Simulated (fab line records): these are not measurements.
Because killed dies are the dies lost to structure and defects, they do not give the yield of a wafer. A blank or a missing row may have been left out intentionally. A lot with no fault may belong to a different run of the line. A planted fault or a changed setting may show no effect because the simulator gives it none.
Chamber matching :: flow sfq line :: rie diel-04 running SFQ_TRILAYER_C5_BARC_OPEN_VIA_ETCH_210: 3 sister chambers
The step etches BARC in O2, target depth 125 nm, time 41.7 s. 14 wafers are shown with their chamber, then 6 later ones without.

WAFERS WITH THEIR CHAMBER
wafer: L600.1
chamber: 3
drypump motor current A (A): 6.1
chamber pressure mTorr (mTorr): 30.054
bias w (W): 79.83

wafer: L600.2
chamber: 1
drypump motor current A (A): 6.0
chamber pressure mTorr (mTorr): 30.007
bias w (W): 79.94

wafer: L600.3
chamber: 0
drypump motor current A (A): 5.8
chamber pressure mTorr (mTorr): 30.020
bias w (W): 80.17

wafer: L602.1
chamber: 1
drypump motor current A (A): 6.1
chamber pressure mTorr (mTorr): 29.982
bias w (W): 80.10

wafer: L602.4
chamber: 0
drypump motor current A (A): 5.8
chamber pressure mTorr (mTorr): 29.993
bias w (W): 80.25

wafer: L602.6
chamber: 1
drypump motor current A (A): 6.1
chamber pressure mTorr (mTorr): 29.977
bias w (W): 80.08

wafer: L604.2
chamber: 3
drypump motor current A (A): 6.1
chamber pressure mTorr (mTorr): 30.073
bias w (W): 79.95

wafer: L604.3
chamber: 0
drypump motor current A (A): 5.8
chamber pressure mTorr (mTorr): 29.927
bias w (W): 80.00

wafer: L604.6
chamber: 0
drypump motor current A (A): 5.8
chamber pressure mTorr (mTorr): 30.000
bias w (W): 80.12

wafer: L607.1
chamber: 1
drypump motor current A (A): 6.1
chamber pressure mTorr (mTorr): 29.981
bias w (W): 80.16

wafer: L607.2
chamber: 0
drypump motor current A (A): 5.8
chamber pressure mTorr (mTorr): 30.018
bias w (W): 79.95

wafer: L607.5
chamber: 1
drypump motor current A (A): 6.1
chamber pressure mTorr (mTorr): 30.026
bias w (W): 80.13

wafer: L609.1
chamber: 1
drypump motor current A (A): 6.1
chamber pressure mTorr (mTorr): 29.992
bias w (W): 79.93

wafer: L609.4
chamber: 3
drypump motor current A (A): 6.1
chamber pressure mTorr (mTorr): 30.005
bias w (W): 80.02

SIGNATURES (averages over the wafers above)
reading: drypump motor current A
chamber 0: 5.800
chamber 1: 6.083
chamber 3: 6.100
scatter within a chamber: 0.0275

reading: chamber pressure mTorr
chamber 0: 29.99160
chamber 1: 29.99417
chamber 3: 30.04400
scatter within a chamber: 0.0302

reading: bias w
chamber 0: 80.0980
chamber 1: 80.0567
chamber 3: 79.9333
scatter within a chamber: 0.107
Rule: distance of a wafer from a chamber = root of the sum over the readings of ((wafer's reading minus chamber's mean) / reading's scatter) squared. If the next closest chamber is less than 2 further off than the closest, the wafer can't be placed; otherwise it belongs to the closest. The scatter is the square root of a quotient: the sum, over the shown wafers, of each reading's squared deviation from its chamber's mean, divided by wafers minus chambers.

WAFERS WITH NO CHAMBER GIVEN
wafer: L609.6
drypump motor current A (A): 5.8
chamber pressure mTorr (mTorr): 30.028
bias w (W): 79.90

wafer: L618.4
drypump motor current A (A): 6.1
chamber pressure mTorr (mTorr): 30.048
bias w (W): 79.90

wafer: L618.6
drypump motor current A (A): 6.0
chamber pressure mTorr (mTorr): 30.035
bias w (W): 80.28

wafer: L621.1
drypump motor current A (A): 6.1
chamber pressure mTorr (mTorr): 29.999
bias w (W): 80.24

wafer: L621.3
drypump motor current A (A): 6.1
chamber pressure mTorr (mTorr): 30.000
bias w (W): 79.78

wafer: L621.5
drypump motor current A (A): 5.8
chamber pressure mTorr (mTorr): 30.025
bias w (W): 79.34

EACH ONE'S CHAMBER
wafer: L609.6
from the rows above: 0
in truth: 0

wafer: L618.4
from the rows above: 3
in truth: 3

wafer: L618.6
from the rows above: can't be placed: 1 or 3
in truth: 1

wafer: L621.1
from the rows above: can't be placed: 1 or 3
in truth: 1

wafer: L621.3
from the rows above: can't be placed: 3 or 1
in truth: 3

wafer: L621.5
from the rows above: 0
in truth: 0
Correct placement for 3 of the 6. These rows do not allow placing 3 (true chamber among the candidates in 3). Placed wrongly: 0.
